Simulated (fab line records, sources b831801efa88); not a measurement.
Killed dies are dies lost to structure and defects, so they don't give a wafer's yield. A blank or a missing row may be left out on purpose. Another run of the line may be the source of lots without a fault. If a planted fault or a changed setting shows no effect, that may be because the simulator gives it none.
fab line records	flow sky130
[record] lots = 11	wafers = 33	last-day = 50
route steps=708 shown LDD_LDN@302 POLY_CUT@315 SD_N@356 LI_CONTACT@362
lots with no fault: from the same line, run without faults
start-h: start of the lot's first displayed wafer, in hours after the record's first day	wait-h: hours elapsed since this lot's preceding step	" unchanged from the row above	L1.1+2: several wafers, shown together as one row	- no value, or no start was given	* or withheld: withheld	< > ~ a bound
route shown NAME@n: a module of which the file shows steps, and the number in the route of the first	usual: mean/standard deviation of fault-free wafers	same: alike in all rows	chamber/n: place in a boat	sites: the reading at each site	_std_site: standard deviation of those values	_edge_site: mean of outer sites minus mean of inner sites	radius-mm: for every site, how far away it sits from the centre of the wafer	mask NAME#n: copy n	behind: the last tool/chamber to shape the wafer	hold: why the lot was held/for how many hours/how that ended	device: the n, p or np transistor that did not switch	end of line: at the end of the route, the tests of the same wafers	where a step has no rows: the recipe by itself	killed: dies lost to structure and defects at the first sort, not the wafer's yield	map: shows each die of a wafer: x if killed, . if not, _ if none is there
set.NAME: setting as actually run; set.NAME@STEP: the setting as run at that earlier step	model.NAME: the simulator's own value behind a step, which no gauge read
route steps across a sampled set of lots; one table per step, one row per wafer
services: from which hour (start-h, from the record's first day; less than 0 if before it) a tool's chamber was out of use, for how many hours, and why
[[steps]]
[step SKY_LDD_LDN_TW_MEAS_13]
[usual] LDD_LDN_TW = 1485/11
lot.wafer	tool	chamber	start-h	wait-h	LDD_LDN_TW
L431.1	film-metro-03	-	519.51	0.1	1481
L431.4	"	-	"	"	1490
L431.6	"	-	"	"	1487
L436.1	film-metro-01	-	578.57	0.1	1494
L436.2	"	-	"	"	1489
L436.3	"	-	"	"	1492
L438.1	film-metro-01	-	588.80	0.1	1494
L438.2	"	-	"	"	1491
L438.5	"	-	"	"	1496
L439.2	film-metro-03	-	601.77	0.1	1497
L439.5	"	-	"	"	1493
L439.6	"	-	"	"	1485
L441.2	film-metro-02	-	623.56	0.1	1469
L441.3	"	-	"	"	1477
L441.4	"	-	"	"	1471
L446.2	film-metro-03	-	651.35	0.1	1496
L446.5	"	-	"	"	1491
L446.6	"	-	"	"	1496
L448.2	film-metro-02	-	668.55	0.1	1478
L448.3	"	-	"	"	1476
L448.5	"	-	"	"	1480
L449.3	film-metro-03	-	684.97	0.1	1486
L449.5	"	-	"	"	1484
L449.6	"	-	"	"	1480
L450.2	film-metro-02	-	692.29	0.1	1469
L450.5	"	-	"	"	1466
L450.6	"	-	"	"	1458
L451.2	film-metro-03	-	698.62	0.1	1492
L451.3	"	-	"	"	1489
L451.4	"	-	"	"	1495
L452.4	film-metro-02	-	699.87	0.1	1466
L452.5	"	-	"	"	1472
L452.6	"	-	"	"	1471
[step SKY_POLY_CUT_CD_MEAS_08]
[recipe] target-cd-nm = 270
[usual] cd-nm = 270.1/1.2
lot.wafer	tool	chamber	start-h	wait-h	cd-nm
L431.1	cd-sem-01	-	553.50	-	270.9
L431.4	"	-	"	"	270.9
L431.6	"	-	"	"	269.8
L436.1	cd-sem-01	-	609.53	-	269.1
L436.2	"	-	"	"	269.3
L436.3	"	-	"	"	270.8
L438.1	cd-sem-01	-	619.45	-	270.3
L438.2	"	-	"	"	271.3
L438.5	"	-	"	"	270.1
L439.2	cd-sem-02	-	631.92	-	270.1
L439.5	"	-	"	"	269.1
L439.6	"	-	"	"	270.2
L441.2	cd-sem-01	-	653.07	-	269.2
L441.3	"	-	"	"	270.2
L441.4	"	-	"	"	270.1
L446.2	cd-sem-01	-	682.71	-	268.7
L446.5	"	-	"	"	268.7
L446.6	"	-	"	"	269.5
L448.2	cd-sem-01	-	698.82	-	272.1
L448.3	"	-	"	"	270.0
L448.5	"	-	"	"	270.1
L449.3	cd-sem-02	-	714.93	-	270.6
L449.5	"	-	"	"	272.2
L449.6	"	-	"	"	271.5
L450.2	cd-sem-02	-	721.77	-	270.1
L450.5	"	-	"	"	271.7
L450.6	"	-	"	"	270.5
L451.2	cd-sem-01	-	727.65	-	271.7
L451.3	"	-	"	"	271.3
L451.4	"	-	"	"	271.5
L452.4	cd-sem-02	-	730.00	-	269.9
L452.5	"	-	"	"	270.1
L452.6	"	-	"	"	269.6
[step SKY_SD_N_RTA_14]
[recipe] temp-c = 1075	time-s = 2	idle-temp-c = 650	ramp-up-c-per-s = 150	ramp-down-c-per-s = 90	ambient = N2
[usual] lamp-power-pct = 15.74/0.054	wafer_temp_C_max = 1078.0/1.3
lot.wafer	tool	chamber	start-h	wait-h	lamp-power-pct	wafer_temp_C_max
L431.1	rtp-anneal-01	0	642.24	0.0	15.75	1078.0
L431.4	"	0	"	"	15.79	1079.1
L431.6	"	0	"	"	15.75	1076.2
L436.1	rtp-anneal-02	0	695.99	0.0	15.65	1078.2
L436.2	"	0	"	"	15.73	1079.8
L436.3	"	0	"	"	15.70	1077.5
L438.1	rtp-anneal-02	0	705.09	0.0	15.80	1078.7
L438.2	"	0	"	"	15.80	1078.5
L438.5	"	0	"	"	15.69	1077.1
L439.2	rtp-anneal-01	0	718.28	0.0	15.74	1077.8
L439.5	"	0	"	"	15.88	1077.8
L439.6	"	0	"	"	15.76	1076.4
L441.2	rtp-anneal-01	0	737.73	0.0	15.68	1077.8
L441.3	"	0	"	"	15.74	1078.6
L441.4	"	0	"	"	15.71	1078.3
L446.2	rtp-anneal-02	0	765.96	0.0	15.72	1076.4
L446.5	"	0	"	"	15.66	1078.7
L446.6	"	0	"	"	15.77	1078.9
L448.2	rtp-anneal-01	0	783.61	0.0	15.69	1078.5
L448.3	"	0	"	"	15.70	1078.7
L448.5	"	0	"	"	15.71	1079.2
L449.3	rtp-anneal-02	0	797.19	0.0	15.73	1078.3
L449.5	"	0	"	"	15.79	1079.1
L449.6	"	0	"	"	15.71	1076.3
L450.2	rtp-anneal-01	0	804.23	0.0	15.73	1081.0
L450.5	"	0	"	"	15.80	1076.3
L450.6	"	0	"	"	15.76	1077.8
L451.2	rtp-anneal-02	0	809.43	0.0	15.73	1078.4
L451.3	"	0	"	"	15.75	1076.9
L451.4	"	0	"	"	15.78	1077.0
L452.4	rtp-anneal-01	0	811.45	0.0	15.79	1077.0
L452.5	"	0	"	"	15.66	1077.4
L452.6	"	0	"	"	15.79	1077.4
[step SKY_LI_CONTACT_HDPCVD_00]
[recipe] material = PSG	target-thk-nm = 930	sigma-open-frac = 0.3	time-s = 155	temp-c = 600	sih4-flow-sccm = 60	pressure-mtorr = 6
[usual] susceptor-temp-C = 599.96/0.29
lot.wafer	tool	chamber	start-h	wait-h	susceptor-temp-C
L431.1	hdpcvd-01	0	642.79	0.0	600.03
L431.4	"	1	"	"	600.64
L431.6	"	2	"	"	599.43
L436.1	hdpcvd-02	1	696.54	0.0	600.19
L436.2	"	2	"	"	600.54
L436.3	"	0	"	"	599.63
L438.1	hdpcvd-02	2	705.64	0.0	599.81
L438.2	"	1	"	"	600.04
L438.5	"	2	"	"	600.01
L439.2	hdpcvd-02	1	718.83	0.0	600.11
L439.5	"	0	"	"	599.77
L439.6	"	1	"	"	599.87
L441.2	hdpcvd-02	2	738.28	0.0	599.69
L441.3	"	0	"	"	600.15
L441.4	"	2	"	"	599.75
L446.2	hdpcvd-01	0	766.51	0.0	600.13
L446.5	"	0	"	"	600.04
L446.6	"	2	"	"	599.94
L448.2	hdpcvd-01	0	784.15	0.0	599.84
L448.3	"	2	"	"	599.52
L448.5	"	1	"	"	599.89
L449.3	hdpcvd-02	1	797.73	0.0	599.95
L449.5	"	1	"	"	600.13
L449.6	"	0	"	"	599.75
L450.2	hdpcvd-02	0	804.77	0.0	600.50
L450.5	"	0	"	"	600.15
L450.6	"	2	"	"	600.43
L451.2	hdpcvd-02	0	809.98	0.0	600.28
L451.3	"	1	"	"	599.94
L451.4	"	1	"	"	599.88
L452.4	hdpcvd-02	2	812.03	0.1	600.21
L452.5	"	1	"	"	599.82
L452.6	"	0	"	"	600.15
[step SKY_LI_CONTACT_THK_MEAS_01]
[recipe] reads = PSG_of_LI_CONTACT_HDPCVD_00
[usual] LI_CONTACT_HDPCVD_THK = 926/9.2
lot.wafer	tool	chamber	start-h	wait-h	LI_CONTACT_HDPCVD_THK[nm]
L431.1	film-metro-04	-	642.90	0.1	932
L431.4	"	-	"	"	926
L431.6	"	-	"	"	918
L436.1	film-metro-03	-	696.65	0.1	929
L436.2	"	-	"	"	926
L436.3	"	-	"	"	922
L438.1	film-metro-04	-	705.75	0.1	407
L438.2	"	-	"	"	403
L438.5	"	-	"	"	918
L439.2	film-metro-02	-	718.99	0.1	407
L439.5	"	-	"	"	940
L439.6	"	-	"	"	421
L441.2	film-metro-04	-	738.39	0.1	425
L441.3	"	-	"	"	943
L441.4	"	-	"	"	926
L446.2	film-metro-02	-	766.62	0.1	933
L446.5	"	-	"	"	922
L446.6	"	-	"	"	916
L448.2	film-metro-03	-	784.27	0.1	928
L448.3	"	-	"	"	916
L448.5	"	-	"	"	919
L449.3	film-metro-04	-	797.85	0.1	921
L449.5	"	-	"	"	936
L449.6	"	-	"	"	945
L450.2	film-metro-02	-	804.88	0.1	927
L450.5	"	-	"	"	938
L450.6	"	-	"	"	919
L451.2	film-metro-04	-	810.09	0.1	925
L451.3	"	-	"	"	916
L451.4	"	-	"	"	921
L452.4	film-metro-03	-	812.11	0.0	935
L452.5	"	-	"	"	921
L452.6	"	-	"	"	947
[step SKY_LI_CONTACT_CMP_02]
[recipe] material = PSG	down-force-psi = 4	platen-rpm = 60	pad-velocity-m-s = 0.94248
[usual] edge-zone-pressure-frac = 1.000/0.0047	motor-current-A = 12.5/1.5	slurry-filter-dp-kPa = 13.51/0.16	time-to-endpoint-s = 30.9/2.3
lot.wafer	tool	chamber	start-h	wait-h	edge-zone-pressure-frac	motor-current-A	slurry-filter-dp-kPa	time-to-endpoint-s
L431.1	cmp-02	3	643.01	0.1	0.999	13.5	13.66	33.3
L431.4	"	0	"	"	1.004	12.8	13.41	32.3
L431.6	"	2	"	"	0.999	12.3	13.46	30.7
L436.1	cmp-01	1	696.76	0.1	0.999	8.8	13.59	30.3
L436.2	"	2	"	"	0.999	13.5	13.50	28.0
L436.3	"	3	"	"	1.000	11.4	13.70	30.2
L438.1	cmp-02	2	705.81	0.1	0.998	13.0	13.31	8.0
L438.2	"	1	"	"	0.986	13.0	13.41	4.0
L438.5	"	2	"	"	1.000	13.0	13.34	29.1
L439.2	cmp-02	1	719.14	0.1	0.996	13.3	13.70	5.6
L439.6	"	3	"	"	1.003	13.4	13.72	7.5
L439.5	"	0	"	"	0.997	11.4	13.67	32.6
L441.2	cmp-02	3	738.44	0.0	1.001	14.4	13.80	5.9
L441.4	"	0	"	"	0.993	12.2	13.62	30.8
L441.3	"	1	"	"	1.001	13.2	13.62	29.5
L446.2	cmp-01	3	766.85	0.2	1.005	11.5	13.73	32.9
L446.5	"	0	"	"	0.995	14.4	13.45	29.5
L446.6	"	1	"	"	0.997	8.7	13.62	28.8
L448.3	cmp-01	0	784.32	0.0	1.005	13.6	13.31	28.4
L448.2	"	2	"	"	0.991	13.2	13.66	28.5
L448.5	"	1	"	"	0.996	9.4	13.56	26.4
L449.3	cmp-02	2	798.08	0.2	0.997	13.1	13.45	30.8
L449.5	"	3	"	"	0.997	13.8	13.62	32.1
L449.6	"	0	"	"	1.001	12.2	13.74	32.9
L450.2	cmp-01	1	804.98	0.1	0.993	9.2	13.34	31.6
L450.5	"	0	"	"	1.009	14.5	13.81	31.9
L450.6	"	1	"	"	0.997	9.4	13.43	28.2
L451.3	cmp-01	0	810.14	0.0	0.989	14.8	13.26	29.7
L451.2	"	1	"	"	0.994	9.5	13.31	31.8
L451.4	"	2	"	"	1.009	14.4	13.70	30.5
L452.4	cmp-01	0	812.37	0.3	0.994	13.3	13.39	31.6
L452.5	"	1	"	"	0.995	9.1	13.48	32.6
L452.6	"	2	"	"	1.003	13.3	13.51	33.7
[step SKY_LI_CONTACT_ETCH_15]
[recipe] target = PSG	chemistry = C4F8/O2/Ar	stop-on = Si	taper-deg = 4.15	mask-material = KrF-thick	source-w = 1500	bias-w = 1200	pressure-mtorr = 40	c4f8-flow-sccm = withheld	O2_flow_sccm = 6	Ar_flow_sccm = 300	time-s = withheld	target-depth-a = 6000
[usual] oes-product-au = 0.836/0.0046
lot.wafer	tool	chamber	start-h	wait-h	oes-product-au
L431.1	rie-diel-04	2	672.13	0.0	0.834
L431.4	"	0	"	"	0.833
L431.6	"	3	"	"	0.824
L436.1	rie-diel-04	2	724.95	0.0	0.838
L436.2	"	1	"	"	0.838
L436.3	"	0	"	"	0.844
L438.1	rie-diel-02	2	733.79	0.0	0.695
L438.2	"	3	"	"	0.692
L438.5	"	1	"	"	0.843
L439.2	rie-diel-03	1	746.74	0.0	0.694
L439.5	"	0	"	"	0.825
L439.6	"	3	"	"	0.703
L441.2	rie-diel-02	1	766.30	0.0	0.699
L441.3	"	3	"	"	0.833
L441.4	"	3	"	"	0.838
L446.2	rie-diel-04	0	793.18	0.0	0.833
L446.5	"	3	"	"	0.823
L446.6	"	0	"	"	0.835
L448.2	rie-diel-04	0	811.10	0.0	0.838
L448.3	"	2	"	"	0.828
L448.5	"	1	"	"	0.837
L449.3	rie-diel-03	2	824.84	0.0	0.839
L449.5	"	3	"	"	0.826
L449.6	"	2	"	"	0.836
L450.2	rie-diel-02	0	832.15	0.0	0.840
L450.5	"	3	"	"	0.829
L450.6	"	2	"	"	0.841
L451.2	rie-diel-02	3	837.24	0.0	0.835
L451.3	"	1	"	"	0.833
L451.4	"	0	"	"	0.826
L452.4	rie-diel-02	0	839.93	0.0	0.838
L452.5	"	1	"	"	0.836
L452.6	"	0	"	"	0.839
[[services]]
tool	chamber	start-h	hours	kind
cmp-01	-	643.44	5.8	pm
rie-diel-02	0	645.13	132.0	repair
hdpcvd-02	-	650.75	15.0	pm
hdpcvd-02	0	653.23	16.6	repair
rie-diel-02	2	653.38	5.6	repair
cmp-01	-	667.76	0.4	repair
rie-diel-04	1	668.75	7.0	repair
rie-diel-02	3	669.21	1.9	repair
cmp-01	-	676.05	0.6	repair
cmp-01	-	680.53	0.2	repair
cmp-01	-	681.30	2.6	repair
hdpcvd-01	2	696.83	5.8	repair
cmp-01	-	706.03	0.3	repair
hdpcvd-02	2	715.74	3.6	repair
cmp-01	-	744.26	4.0	pm
cmp-02	-	754.58	13.4	pm
rie-diel-04	0	759.84	5.6	repair
cmp-01	-	768.22	3.5	pm
rtp-anneal-02	-	774.93	3.9	pm
rie-diel-02	1	777.06	2.8	repair
cmp-02	-	779.32	2.6	repair
rtp-anneal-02	-	780.98	9.8	pm
cmp-01	-	792.67	9.6	pm
rie-diel-02	-	829.29	2.8	pm
[[key]]
[first-sign] step = SKY_LI_CONTACT_THK_MEAS_01	reading = LI_CONTACT_HDPCVD_THK	direction = down	sigmas = 56	usual = 926	struck = 413
[effect] step = SKY_LI_CONTACT_CMP_02	reading = time-to-endpoint-s	direction = down	sigmas = 11	usual = *	struck = *
[effect] step = SKY_LI_CONTACT_ETCH_15	reading = oes-product-au	direction = down	sigmas = 30	usual = 0.836	struck = 0.697
met-at SKY_LI_CONTACT_HDPCVD_00
struck-lots L438,L439,L441
struck-wafers L438.1,L438.2,L439.2,L439.6,L441.2
tester-left-out L438,L439,L441
not-acting-at SKY_LDD_LDN_TW_MEAS_13,SKY_POLY_CUT_CD_MEAS_08,SKY_SD_N_RTA_14
onset-between 696.54 705.64
[fault] kind = process-parameter-drift	tool = hdpcvd-02	chamber = -	onset-h = 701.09	steps = SKY_LI_CONTACT_HDPCVD_00	channel = target-thk-nm	offset = -507.6	shape = step	end-h = 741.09	scope = struck-wafers-only	acts-in = these-recipes-only	stated = 930
// tester-left-out: of these lots the tester's yield and bins aren't shown, on N5 and GAA mostly nor the transistor test; their killed dies are dies lost to structure and defects alone, not to doping, threshold or leakage, so they don't give the yield
